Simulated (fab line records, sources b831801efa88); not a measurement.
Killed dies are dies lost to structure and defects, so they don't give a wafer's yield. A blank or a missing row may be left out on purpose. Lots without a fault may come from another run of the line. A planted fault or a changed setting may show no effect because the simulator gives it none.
Which tool did it? | flow sky130 | 11 lots, 33 wafers sampled, at 2 steps of a route of 708

WHAT THE GAUGES READ, wafer by wafer
SKY_VIA4_BOW_MEAS_03.
lot  | measured     | on            | VIA4_BOW (um)
L141 | day 41 12:58 | film_metro-04 | 75 75 79
L143 | day 42 02:41 | film_metro-02 | 84 82 86
L144 | day 42 10:10 | film_metro-02 | 71 74 72
L145 | day 42 15:52 | film_metro-02 | 86 83 79
L149 | day 44 06:18 | film_metro-01 | 73 79 73
L147 | day 44 07:47 | film_metro-04 | 78 81 79
L155 | day 45 11:14 | film_metro-02 | 86 86 88
L156 | day 45 16:42 | film_metro-02 | 72 70 63
L160 | day 47 01:14 | film_metro-01 | 68 85 77
L161 | day 47 04:55 | film_metro-02 | 81 82 74
L164 | day 48 18:23 | film_metro-01 | 58 82 76

WHICH TOOL RAN EACH LOT (tool, then ch and the chambers of the sampled wafers, then the start)
lot  | SKY_METAL4_METAL_ETCH_18
L141 | rie_metal-02 ch 0,1, day 41 07:55
L143 | rie_metal-02 ch 0,1, day 42 01:22
L144 | rie_metal-02 ch 0,1, day 42 08:50
L145 | rie_metal-04 ch 0,1, day 42 14:34
L149 | rie_metal-02 ch 1, day 44 04:59
L147 | rie_metal-03 ch 0,1, day 44 06:28
L155 | rie_metal-04 ch 1, day 45 09:55
L156 | rie_metal-04 ch 0,1, day 45 15:22
L160 | rie_metal-03 ch 0,1, day 46 23:55
L161 | rie_metal-04 ch 0,1, day 47 03:32
L164 | rie_metal-03 ch 0,1, day 48 17:04
- SKY_METAL4_METAL_ETCH_18: etches the open film in Cl2/BCl3, stops on SiO2, target depth 845 nm, time 183.1 s.

WHAT THE TOOLS THEMSELVES READ (means of the sampled wafers that have a number; where no wafer has one, the mark that the record gives instead)
SKY_METAL4_METAL_ETCH_18.
lot  | tool         | drypump_motor_current_A (A) | mfc_cl2_sccm (sccm) | oes_product_au (a.u.) | throttle_valve_pct (%)
L141 | rie_metal-02 | 5.2                         | 59.96               | 0.874                 | 22.258
L143 | rie_metal-02 | 5.2                         | 60.08               | 0.877                 | 22.266
L144 | rie_metal-02 | 5.2                         | 59.92               | 0.867                 | 22.267
L145 | rie_metal-04 | 6.2                         | 60.07               | 0.869                 | 22.268
L149 | rie_metal-02 | 5.1                         | 60.10               | 0.875                 | 22.260
L147 | rie_metal-03 | 5.2                         | 60.10               | 0.872                 | 22.260
L155 | rie_metal-04 | 6.3                         | 59.77               | 0.869                 | 22.267
L156 | rie_metal-04 | 6.2                         | 59.80               | 0.878                 | 22.259
L160 | rie_metal-03 | 5.2                         | 59.89               | 0.876                 | 22.263
L161 | rie_metal-04 | 6.2                         | 59.99               | 0.877                 | 22.272
L164 | rie_metal-03 | 5.4                         | 59.98               | 0.875                 | 22.263

THE ANSWER, worked out from the rows above alone
Rule: what is usual is taken from the lots themselves. Put in order of their means at a reading, lots are off if they are a third of the lots or fewer, leave a main group of 4 or more, and stand apart from it by a gap of 3 or more times the standard deviation of the main group's means; of several such gaps the widest counts. A main group whose means are all the same, to the digits that the tables above print for the reading, isn't used. A lot without any number at a reading at which 4 lots or more have one is off too. The other lots that the step has rows for count as sound. The gauges are gone through in route order, then the tools' own readings, and for those a lot's mean is taken as printed above. The first step at which some lot is off is used, and at that step the reading that is off furthest; a lot without a number counts as furthest.
No lot is off at any reading shown: from this, nothing can be told.

WHAT THE SIMULATOR HAD PUT IN
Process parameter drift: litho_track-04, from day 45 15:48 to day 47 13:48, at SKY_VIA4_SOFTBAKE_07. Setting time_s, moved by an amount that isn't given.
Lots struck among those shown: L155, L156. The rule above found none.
